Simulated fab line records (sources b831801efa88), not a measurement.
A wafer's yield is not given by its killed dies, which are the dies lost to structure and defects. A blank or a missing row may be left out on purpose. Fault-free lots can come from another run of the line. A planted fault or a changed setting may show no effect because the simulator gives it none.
The tool behind it: which one? -- flow sky130 -- 36 wafers from 12 lots sampled at 4 of the route's 708 steps

## WHAT THE GAUGES READ, wafer by wafer
SKY_FIELD_ISO_THK_MEAS_02.
lot,measured,on,FIELD_ISO_OXIDATION_00_THK (nm)
L346,day 1 22:53,film metro-03,12.13 12.12 12.08
L348,day 2 07:49,film metro-03,12.34 12.42 12.21
L349,day 2 15:17,film metro-01,11.69 11.79 11.93
L350,day 2 20:02,film metro-03,11.98 12.10 12.22
L351,day 2 23:27,film metro-01,11.89 11.99 12.02
L354,day 3 13:38,film metro-01,12.15 12.10 12.26
L356,day 3 23:38,film metro-01,12.23 12.28 12.23
L361,day 5 00:49,film metro-03,11.75 11.96 11.71
L363,day 5 12:47,film metro-04,12.12 12.18 12.26
L364,day 5 18:22,film metro-03,12.04 12.09 11.99
L365,day 6 05:30,film metro-03,12.01 12.10 12.26
L367,day 6 12:46,film metro-01,11.75 11.79 11.67

SKY_VT_ADJUST_HVTP_TW_MEAS_11.
lot,measured,on,VT_ADJUST_HVTP_TW
L346,day 6 13:34,film metro-04,1371 1366 1361
L348,day 6 22:01,film metro-04,1360 1368 1358
L349,day 8 04:31,film metro-04,1368 1358 1357
L350,day 8 07:59,film metro-03,1363 1358 1357
L351,day 8 07:41,film metro-04,1358 1365 1365
L354,day 8 15:19,film metro-02,1352 1351 1353
L356,day 9 04:01,film metro-04,1367 1368 1363
L361,day 11 05:10,film metro-02,1362 1357 1362
L363,day 11 17:32,film metro-03,1348 1346 1354
L364,day 12 00:28,film metro-02,1347 1355 1354
L365,day 12 03:23,film metro-03,1360 1355 1348
L367,day 12 08:07,film metro-04,1355 1361 1358

## WHAT TOOL EACH LOT RAN ON (gives the tool, then ch and the chambers of the sampled wafers, and finally the start)
lot,SKY_FIELD_ISO_ETCH_17,SKY_NWELL_STRIP_14
L346,"rie si-01 ch 1,2, day 2 15:43","plasma asher-01 ch 0,1, day 5 01:30"
L348,"rie si-01 ch 0,1,2, day 3 00:22","plasma asher-02 ch 0,1, day 5 09:59"
L349,"rie si-01 ch 0,1,2, day 4 01:41","plasma asher-03 ch 0,1, day 6 12:44"
L350,"rie si-01 ch 0,2,3, day 4 02:40","plasma asher-02 ch 0,1, day 6 17:16"
L351,"rie si-02 ch 1,2,3, day 4 02:20","plasma asher-03 ch 0,1, day 6 16:36"
L354,"rie si-01 ch 0,1, day 4 10:20","plasma asher-02 ch 0,1, day 6 22:55"
L356,"rie si-01 ch 0,3, day 4 19:53","plasma asher-03 ch 0,1, day 7 10:28"
L361,"rie si-02 ch 0,2,3, day 5 20:26","plasma asher-03 ch 0,1, day 9 06:52"
L363,"rie si-02 ch 0,2,3, day 6 08:20","plasma asher-02 ch 0,1, day 9 18:36"
L364,"rie si-02 ch 0,1, day 6 15:35","plasma asher-03 ch 0,1, day 10 01:00"
L365,"rie si-02 ch 0,3, day 7 01:26","plasma asher-03 ch 0,1, day 10 04:01"
L367,"rie si-02 ch 0,1,3, day 7 09:17","plasma asher-02 ch 0,1, day 10 08:39"
- SKY_FIELD_ISO_ETCH_17: etches Si in HBr/Cl2/O2, target depth 342 nm, time 97.7 s.
- SKY_NWELL_STRIP_14: strips in O2/N2.

## WHAT THE TOOLS THEMSELVES READ (means of the sampled wafers that have a number; where no wafer has one, the mark that the record gives instead)
SKY_FIELD_ISO_ETCH_17.
lot,tool,chamber pressure mTorr (mTorr),drypump motor current A (A),he backside leak sccm (sccm),mfc cl2 sccm (sccm),oes product au (a.u.),rf fwd power W (W),throttle valve pct (%)
L346,rie si-01,14.999,5.9,2.7,40.16,0.994,596.5,25.668
L348,rie si-01,14.999,5.7,2.7,40.01,0.994,596.2,25.649
L349,rie si-01,15.004,5.7,2.9,39.94,0.999,594.2,25.652
L350,rie si-01,14.996,5.6,2.9,40.06,0.936,499.2,25.693
L351,rie si-02,15.006,5.1,2.8,39.96,1.003,597.3,25.651
L354,rie si-01,15.000,5.6,2.8,39.96,0.943,498.5,25.693
L356,rie si-01,14.994,5.4,3.0,39.97,0.944,502.5,25.698
L361,rie si-02,15.015,5.4,2.8,39.93,1.001,595.2,25.653
L363,rie si-02,15.000,5.4,2.8,39.94,0.995,596.6,25.644
L364,rie si-02,15.008,5.3,2.6,39.83,1.005,594.9,25.651
L365,rie si-02,15.002,5.4,2.8,39.90,0.997,595.3,25.657
L367,rie si-02,14.999,5.3,2.5,39.97,1.000,594.9,25.667

SKY_NWELL_STRIP_14.
lot,tool,chamber pressure mTorr (mTorr),drypump motor current A (A),oes product au (a.u.),strip time to endpoint s (s)
L346,plasma asher-01,1498.6,5.6,0.718,36.97
L348,plasma asher-02,1500.6,5.7,0.722,37.02
L349,plasma asher-03,1500.4,5.5,0.722,37.00
L350,plasma asher-02,1501.6,5.6,0.721,36.99
L351,plasma asher-03,1499.9,5.4,0.719,37.01
L354,plasma asher-02,1499.3,5.3,0.723,36.99
L356,plasma asher-03,1499.6,5.5,0.724,37.00
L361,plasma asher-03,1499.2,5.4,0.725,37.00
L363,plasma asher-02,1499.9,5.7,0.724,37.14
L364,plasma asher-03,1500.0,5.5,0.724,36.97
L365,plasma asher-03,1494.9,5.5,0.725,36.88
L367,plasma asher-02,1500.4,5.6,0.721,36.89

## THE ANSWER, worked out from the rows above alone
Rule: the lots themselves supply what counts as usual. Put in order of their means at a reading, lots are off if they are a third of the lots or fewer, leave a main group of 4 or more, and stand apart from it by a gap of 3 or more times the standard deviation of the main group's means; of several such gaps the widest counts. The tables above print the reading to a certain number of digits; a main group whose means all agree to those digits is not used. A lot without any number at a reading at which 4 lots or more have one is off too. Any other lot the step has rows for is counted as sound. The gauges are gone through in route order, then the tools' own readings, and for those a lot's mean is taken as printed above. The first step at which some lot is off is used, and at that step the reading that is off furthest; a lot without a number counts as furthest.
Off, at SKY_FIELD_ISO_ETCH_17 on rf fwd power W: L350, L354, L356. The main group: mean 595.7 W, standard deviation 0.95.
A tool fits if, at that step or a process step before it, it ran every lot that is off, and no sound lot after the first of them. One candidate fits, namely rie si-01 at SKY_FIELD_ISO_ETCH_17. Its last sound lot is L349 (day 4 01:41), its first lot that is off L350 (day 4 02:40): a fault that began between those two fits.
The tool's own readings at SKY_FIELD_ISO_ETCH_17 bear it out: on the lots that are off they differ by more than 5 times the standard deviation of the sound lots' means. oes product au reads 0.941 a.u. there against 0.999 a.u. on the sound lots; rf fwd power W reads 500.1 W there against 595.7 W on the sound lots; throttle valve pct reads 25.695 % there against 25.655 % on the sound lots.

## WHAT THE SIMULATOR PUT IN
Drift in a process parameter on rie si-01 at SKY_FIELD_ISO_ETCH_17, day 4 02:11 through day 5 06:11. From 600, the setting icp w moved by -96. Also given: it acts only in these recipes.
Struck lots among those shown: L350, L354, L356. The rule above reached the same finding.
